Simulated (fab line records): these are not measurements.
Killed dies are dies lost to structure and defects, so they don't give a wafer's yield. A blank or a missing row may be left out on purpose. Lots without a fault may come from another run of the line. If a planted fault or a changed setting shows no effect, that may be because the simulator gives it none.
fab line records	flow sky130
record lots=13	wafers=39	lastDay=50
route steps=708 shown LI_CONTACT@376 PAD_OPEN@708
lots with no fault: from the same line, run without faults
startH: the number of hours between the record's first day and the start of the first shown wafer of the lot	waitH: how many hours have passed since the lot's step before this one	" repeats the value in the row above	L1.1+2: one row covering several wafers at once	- no value, or no start given	* or withheld: withheld	< > ~ a bound
route shown NAME@n: NAME is a module with steps in the file, n the number in the route of the first one	usual: mean/standard deviation of fault-free wafers	same: alike in all rows	chamber/n: place in a boat	sites: each site's reading	_std_site: standard deviation across them	_edge_site: mean of outer sites minus mean of inner sites	radiusMm: for every site, how far away it sits from the centre of the wafer	mask NAME#n: copy n	behind: the most recent tool/chamber to have shaped the wafer	hold: why the lot went on hold/how many hours it stayed there/how the hold came to an end	device: the transistor (n, p or np) that didn't switch	end of line: at the end of the route, the tests of the same wafers	where a step has no rows: the recipe by itself	killed: at the first sort, the dies lost to defects and structure; wafer yield is something else	map: shows each die of a wafer: x if killed, . if not, _ if none is there
set.NAME: the setting the step ran with; set.NAME@STEP: the setting that earlier step ran with	model.NAME: the simulator's own value behind a step, which no gauge read
route steps across a sampled set of lots; one table per step, one row per wafer
services: when a tool's chamber went out of use (startH, in hours from the record's first day, below 0 if earlier), for how many hours, and the reason
## steps
# step SKY_LI_CONTACT_ETCH_14
# recipe chemistry=N2/H2	target=BARC	ionEnergyEv=200	sourceW=500	biasW=100	pressureMtorr=30	n2FlowSccm=100	h2FlowSccm=200	stopOn=SiO2	timeS=45.9	targetDepthA=600
# usual biasW=99.94/0.27	chamberPressureMTorr=30.004/0.029	drypumpMotorCurrentA=5.78/0.28	oesProductAu=0.855/0.0043	throttleValvePct=13.225/0.0084
lot.wafer	tool	chamber	startH	waitH	biasW	chamberPressureMTorr	drypumpMotorCurrentA	oesProductAu	rfHoursCounterH	throttleValvePct
L679.3	rieDiel-01	2	679.72	0.0	99.50	29.993	5.75	0.854	15	13.231
L679.4	"	1	"	"	99.60	30.007	5.84	0.857	10	13.225
L679.5	"	1	"	"	99.96	30.011	5.83	0.858	-	13.221
L682.1	rieDiel-03	1	697.97	0.0	100.19	30.021	5.60	0.860	11	13.220
L682.2	"	0	"	"	99.29	30.025	5.53	0.859	7	13.217
L682.6	"	0	"	"	99.84	30.009	5.54	0.852	-	13.212
L683.4	rieDiel-01	3	725.97	0.0	100.09	30.005	5.52	0.855	9	13.235
L683.5	"	1	"	"	99.65	29.968	5.80	0.858	-	13.220
L683.6	"	2	"	"	99.54	29.959	5.81	0.851	-	13.219
L691.3	rieDiel-01	0	782.72	0.0	-	-	-	-	-	-
L691.4	"	1	"	"	-	-	-	-	-	-
L691.5	"	2	"	"	-	-	-	-	-	-
L692.2	rieDiel-03	0	786.51	0.0	-	-	-	-	-	-
L692.4	"	2	"	"	-	-	-	-	-	-
L692.5	"	1	"	"	-	-	-	-	-	-
L694.3	rieDiel-04	1	796.22	0.0	100.37	30.035	5.22	0.852	8	13.226
L694.4	"	3	"	"	99.84	30.005	5.82	0.856	19	13.239
L694.6	"	0	"	"	99.94	30.030	6.01	0.852	-	13.219
L695.1	rieDiel-01	1	797.17	0.0	99.76	29.969	5.81	0.854	13	13.229
L695.5	"	1	"	"	100.28	30.060	5.81	0.851	-	13.228
L695.6	"	2	"	"	100.47	29.963	5.80	0.859	-	13.215
L697.2	rieDiel-04	1	814.37	0.0	99.81	30.016	5.21	0.862	9	13.229
L697.3	"	2	"	"	99.76	29.977	6.30	0.861	11	13.231
L697.4	"	3	"	"	99.97	30.010	5.79	0.851	19	13.222
L698.1	rieDiel-03	2	828.82	0.0	100.11	30.003	6.23	0.845	7	13.235
L698.3	"	1	"	"	100.02	29.950	5.63	0.853	15	13.238
L698.4	"	2	"	"	100.57	30.019	6.22	0.850	-	13.221
L699.2	rieDiel-01	2	846.87	0.0	100.23	30.017	5.78	0.852	19	13.224
L699.4	"	0	"	"	99.56	30.007	5.89	0.856	12	13.227
L699.5	"	0	"	"	99.48	30.067	5.89	0.859	-	13.234
L701.2	rieDiel-03	0	847.36	0.0	100.13	30.000	5.56	0.853	12	13.230
L701.4	"	1	"	"	100.50	30.029	5.66	0.854	-	13.234
L701.6	"	0	"	"	100.14	30.055	5.55	0.853	-	13.228
L700.2	rieDiel-03	0	849.72	0.0	99.75	29.989	5.53	0.854	12	13.229
L700.4	"	0	"	"	99.65	29.979	5.56	0.853	-	13.229
L700.6	"	1	"	"	99.66	29.960	5.63	0.850	-	13.226
L702.1	rieDiel-01	2	857.72	0.0	99.49	30.038	5.75	0.861	19	13.226
L702.3	"	1	"	"	100.05	29.959	5.80	0.853	14	13.237
L702.4	"	3	"	"	99.83	29.998	5.56	0.851	12	13.224
# step SKY_LI_CONTACT_ETCH_15
# recipe target=PSG	chemistry=C4F8/O2/Ar	stopOn=Si	taperDeg=4.15	maskMaterial=KrF-thick	sourceW=1500	biasW=1200	pressureMtorr=40	c4f8FlowSccm=withheld	O2_flow_sccm=6	Ar_flow_sccm=300	timeS=withheld	targetDepthA=6000
# usual biasW=1200/3.3	chamberPressureMTorr=40.00/0.038	oesProductAu=0.837/0.0046
lot.wafer	tool	chamber	startH	waitH	biasW	chamberPressureMTorr	oesProductAu
L679.3	rieDiel-01	2	679.76	0.0	1199	39.97	0.834
L679.4	"	1	"	"	1199	39.99	0.831
L679.5	"	1	"	"	1203	40.03	0.843
L682.1	rieDiel-03	1	698.01	0.0	1204	40.02	0.836
L682.2	"	0	"	"	1200	40.00	0.833
L682.6	"	0	"	"	1203	39.96	0.836
L683.4	rieDiel-01	3	726.01	0.0	1192	40.02	0.846
L683.5	"	1	"	"	1204	39.99	0.836
L683.6	"	2	"	"	1198	39.99	0.840
L691.3	rieDiel-01	0	782.76	0.0	1199	40.01	0.367
L691.4	"	1	"	"	1207	39.98	0.375
L691.5	"	2	"	"	1199	39.94	0.380
L692.2	rieDiel-03	0	786.55	0.0	1196	39.99	0.376
L692.4	"	2	"	"	1203	40.03	0.382
L692.5	"	1	"	"	1196	39.91	0.380
L694.3	rieDiel-04	1	796.26	0.0	1192	39.99	0.832
L694.4	"	3	"	"	1202	40.07	0.841
L694.6	"	0	"	"	1201	39.91	0.834
L695.1	rieDiel-01	1	797.21	0.0	1199	40.01	0.832
L695.5	"	1	"	"	1199	40.02	0.837
L695.6	"	2	"	"	1198	40.07	0.834
L697.2	rieDiel-04	1	814.42	0.0	1197	39.96	0.838
L697.3	"	2	"	"	1198	40.00	0.838
L697.4	"	3	"	"	1198	39.99	0.833
L698.1	rieDiel-03	2	828.86	0.0	1202	40.04	0.834
L698.3	"	1	"	"	1203	40.00	0.840
L698.4	"	2	"	"	1203	39.99	0.842
L699.2	rieDiel-01	2	846.91	0.0	1196	40.04	0.836
L699.4	"	0	"	"	1205	40.10	0.837
L699.5	"	0	"	"	1199	40.03	0.830
L701.2	rieDiel-03	0	847.40	0.0	1202	40.04	0.829
L701.4	"	1	"	"	1205	40.00	0.836
L701.6	"	0	"	"	1193	39.98	0.839
L700.2	rieDiel-03	0	849.76	0.0	1206	40.02	0.827
L700.4	"	0	"	"	1199	39.97	0.836
L700.6	"	1	"	"	1201	40.02	0.839
L702.1	rieDiel-01	2	857.76	0.0	1205	39.99	0.848
L702.3	"	1	"	"	1199	39.99	0.843
L702.4	"	3	"	"	1197	40.03	0.838
# step SKY_LI_CONTACT_STRIP_16
# recipe chemistry=O2/N2	powerW=1400	pressureMtorr=1500	platenTempC=withheld	o2FlowSccm=3000	n2FlowSccm=300	overashFraction=0.5
# usual drypumpMotorCurrentA=5.9/0.44	oesProductAu=0.375/0.0048	stripTimeToEndpointS=3.49/0.039
lot.wafer	tool	chamber	startH	waitH	drypumpMotorCurrentA	oesProductAu	rfHoursCounterH	stripTimeToEndpointS
L679.3	plasmaAsher-04	1	679.88	-	5.2	0.384	-	3.57
L679.4	"	0	"	"	5.9	0.372	-	3.47
L679.5	"	1	"	"	5.2	0.372	-	3.48
L682.1	plasmaAsher-02	0	698.10	-	6.5	0.371	60	3.47
L682.2	"	1	"	"	5.8	0.374	60	3.48
L682.6	"	1	"	"	5.8	0.369	-	3.47
L683.4	plasmaAsher-01	1	726.13	-	5.3	0.369	-	3.44
L683.5	"	1	"	"	5.3	0.362	-	3.45
L683.6	"	0	"	"	6.1	0.381	-	3.52
L691.3	plasmaAsher-02	0	782.88	-	6.5	0.395	-	3.96
L691.4	"	1	"	"	5.8	0.392	-	3.91
L691.5	"	1	"	"	5.8	0.395	-	4.00
L692.2	plasmaAsher-02	0	786.64	-	6.5	0.392	69	3.98
L692.4	"	1	"	"	5.8	0.391	-	3.96
L692.5	"	0	"	"	6.5	0.396	-	4.00
L694.3	plasmaAsher-01	0	796.38	-	6.1	0.378	-	3.49
L694.4	"	1	"	"	5.3	0.372	-	3.48
L694.6	"	0	"	"	6.1	0.379	-	3.55
L695.1	plasmaAsher-02	0	797.29	-	6.5	0.372	70	3.51
L695.5	"	0	"	"	6.5	0.383	-	3.50
L695.6	"	1	"	"	5.9	0.378	-	3.59
L697.2	plasmaAsher-02	0	814.50	-	6.5	0.373	72	3.40
L697.3	"	0	"	"	6.5	0.370	-	3.48
L697.4	"	1	"	"	5.9	0.373	-	3.45
L698.1	plasmaAsher-02	1	828.95	-	5.8	0.376	73	3.46
L698.3	"	1	"	"	5.8	0.381	-	3.49
L698.4	"	0	"	"	6.5	0.370	-	3.47
L699.2	plasmaAsher-01	1	847.00	-	5.3	0.381	39	3.57
L699.4	"	1	"	"	5.3	0.370	-	3.51
L699.5	"	0	"	"	6.1	0.375	-	3.53
L701.2	plasmaAsher-04	1	847.49	-	5.2	0.382	10	3.51
L701.4	"	1	"	"	5.2	0.377	-	3.48
L701.6	"	0	"	"	6.0	0.369	-	3.48
L700.2	plasmaAsher-04	0	849.85	-	6.0	0.373	10	3.49
L700.4	"	0	"	"	6.0	0.379	-	3.49
L700.6	"	0	"	"	5.9	0.379	-	3.48
L702.1	plasmaAsher-01	0	857.85	-	6.1	0.383	39	3.60
L702.3	"	1	"	"	5.3	0.382	-	3.48
L702.4	"	0	"	"	6.1	0.374	-	3.48
# step SKY_PAD_OPEN_PROBE_99
# usual killed_at_M0_to_M3=43/6.8	killed_at_M4_up=3.0/1.8	killedAtContacts=23/5.4	killedAtFrontEnd=15/4.4	killedAtOther=0.3/0.51	killedDies=85/9.2	killedOnRim=17/3.7	killedOpen=47/6.8	killedShort=39/6.8
# same grossDies=492	killedAtBackSide=0
lot.wafer	tool	chamber	startH	waitH	killed_at_M0_to_M3	killed_at_M4_up	killedAtContacts	killedAtFrontEnd	killedAtOther	killedDies	killedOnRim	killedOpen	killedShort
L683.4	prober-02	-	1113.02	0.2	29	1	20	21	1	72	16	32	40
L683.5	prober-02	-	1113.07	0.2	43	6	34	16	0	99	15	54	45
L683.6	prober-02	-	1113.12	0.2	35	2	33	12	0	82	19	40	42
L691.3	prober-02	-	1152.39	0.2	40	4	425	23	0	492	96	36	44
L691.4	prober-02	-	1152.44	0.2	44	3	428	16	1	492	96	43	39
L691.5	prober-02	-	1152.49	0.2	49	3	422	18	0	492	96	57	42
L692.2	prober-01	-	1155.89	0.1	41	5	438	8	0	492	96	42	41
L692.4	prober-01	-	1155.99	0.2	46	2	425	19	0	492	96	56	45
L692.5	prober-01	-	1156.04	0.2	35	2	446	8	1	492	96	42	40
# killed by level:class
L683.4 FIELD_ISO:geometricParticle:short=8 VIA1:geometricParticle:open=8 LI_CONTACT:geometricParticle:open=6 CONTACT:geometricParticle:open=6 POLY_GATE:geometricParticle:short=5 CONTACT:geometricParticle:short=5 METAL1:geometricParticle:short=5 METAL2:geometricParticle:short=5
L683.5 LI_CONTACT:geometricParticle:open=13 VIA1:geometricParticle:open=13 LOCAL_INTERCONNECT:geometricParticle:short=7 CONTACT:geometricParticle:open=7 VIA2:geometricParticle:open=6 LI_CONTACT:geometricParticle:short=5 FIELD_ISO:geometricParticle:open=4 METAL2:geometricParticle:short=4
L683.6 LI_CONTACT:geometricParticle:open=11 METAL1:geometricParticle:short=10 LOCAL_INTERCONNECT:geometricParticle:short=7 CONTACT:geometricParticle:open=6 METAL2:geometricParticle:short=6 FIELD_ISO:geometricParticle:open=5 VIA2:geometricParticle:open=5 CONTACT:geometricParticle:short=5
L691.3 LI_CONTACT:areaEtch=412 POLY_GATE:geometricParticle:open=7 VIA1:geometricParticle:open=7 POLY_GATE:geometricParticle:short=6 VIA2:geometricParticle:open=6 CONTACT:geometricParticle:open=5 FIELD_ISO:geometricParticle:short=4 VIA3:geometricParticle:short=4
L691.4 LI_CONTACT:areaEtch=410 VIA2:geometricParticle:open=11 VIA1:geometricParticle:open=8 LOCAL_INTERCONNECT:geometricParticle:short=5 METAL1:geometricParticle:short=5 METAL2:geometricParticle:short=5 POLY_GATE:geometricParticle:open=4 POLY_GATE:geometricParticle:short=4
L691.5 LI_CONTACT:areaEtch=393 VIA1:geometricParticle:open=13 CONTACT:geometricParticle:open=9 VIA3:geometricParticle:open=8 LOCAL_INTERCONNECT:geometricParticle:short=7 LI_CONTACT:geometricParticle:open=6 METAL1:geometricParticle:short=6 VIA2:geometricParticle:open=6
L692.2 LI_CONTACT:areaEtch=409 LI_CONTACT:geometricParticle:open=9 VIA3:geometricParticle:open=8 VIA1:geometricParticle:open=8 LI_CONTACT:geometricParticle:short=7 VIA2:geometricParticle:open=7 CONTACT:geometricParticle:open=6 VIA3:geometricParticle:short=5
L692.4 LI_CONTACT:areaEtch=391 CONTACT:geometricParticle:open=17 METAL1:geometricParticle:short=8 VIA3:geometricParticle:open=7 VIA1:geometricParticle:open=7 LI_CONTACT:geometricParticle:open=7 POLY_GATE:geometricParticle:short=6 POLY_GATE:geometricParticle:open=6
L692.5 LI_CONTACT:areaEtch=410 VIA3:geometricParticle:open=9 LI_CONTACT:geometricParticle:open=9 CONTACT:geometricParticle:open=8 LOCAL_INTERCONNECT:geometricParticle:short=6 CONTACT:geometricParticle:short=6 LI_CONTACT:geometricParticle:short=5 VIA1:geometricParticle:open=5
## services
tool	chamber	startH	hours	kind
rieDiel-04	-	683.24	2.8	pm
rieDiel-03	3	688.97	2.4	repair
rieDiel-01	2	700.56	2.5	repair
plasmaAsher-04	-	706.14	14.7	repair
plasmaAsher-04	-	733.75	9.0	pm
plasmaAsher-04	0	733.75	9.0	ventCycle
plasmaAsher-04	1	733.75	9.0	ventCycle
plasmaAsher-04	0	742.75	-	clean
plasmaAsher-04	1	742.75	-	clean
rieDiel-01	-	744.40	0.3	repair
plasmaAsher-04	-	769.88	4.3	repair
rieDiel-03	3	772.54	88.9	repair
rieDiel-03	-	799.09	0.5	repair
rieDiel-03	0	802.10	3.3	repair
rieDiel-01	1	817.75	3.2	repair
plasmaAsher-01	-	850.02	6.0	repair
## key
firstSign step=SKY_LI_CONTACT_ETCH_14	reading=toolRecord	direction=missing
effect step=SKY_LI_CONTACT_ETCH_15	reading=oesProductAu	direction=down	sigmas=99+	usual=0.837	struck=0.377
effect step=SKY_LI_CONTACT_STRIP_16	reading=stripTimeToEndpointS	direction=up	sigmas=12	usual=*	struck=*
effect step=SKY_PAD_OPEN_PROBE_99	reading=killedAtContacts	direction=up	sigmas=75	usual=23	struck=431
moreKillsBornAt SKY_LI_CONTACT_ETCH_14@rieDiel-01=1215	SKY_LI_CONTACT_ETCH_14@rieDiel-03=1210
metAt SKY_LI_CONTACT_ETCH_14
struckLots L691,L692
laterRowsLeftOut L691.3,L691.4,L691.5,L692.2,L692.4,L692.5
testerLeftOut L691,L692
onsetBetween 725.97 782.72
fault kind=skippedStepWhole	tool=rieDiel-01,rieDiel-03	chamber=-	onsetH=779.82	steps=SKY_LI_CONTACT_ETCH_14	scope=struckLotsOnly
# testerLeftOut: of these lots the tester's yield and bins aren't shown, on N5 and GAA mostly nor the transistor test; their killed dies are dies lost to structure and defects alone, not to doping, threshold or leakage, so they don't give the yield
# laterRowsLeftOut: the simulator's readings of these wafers behind a module that went badly wrong aren't trusted and aren't shown, but for the sort
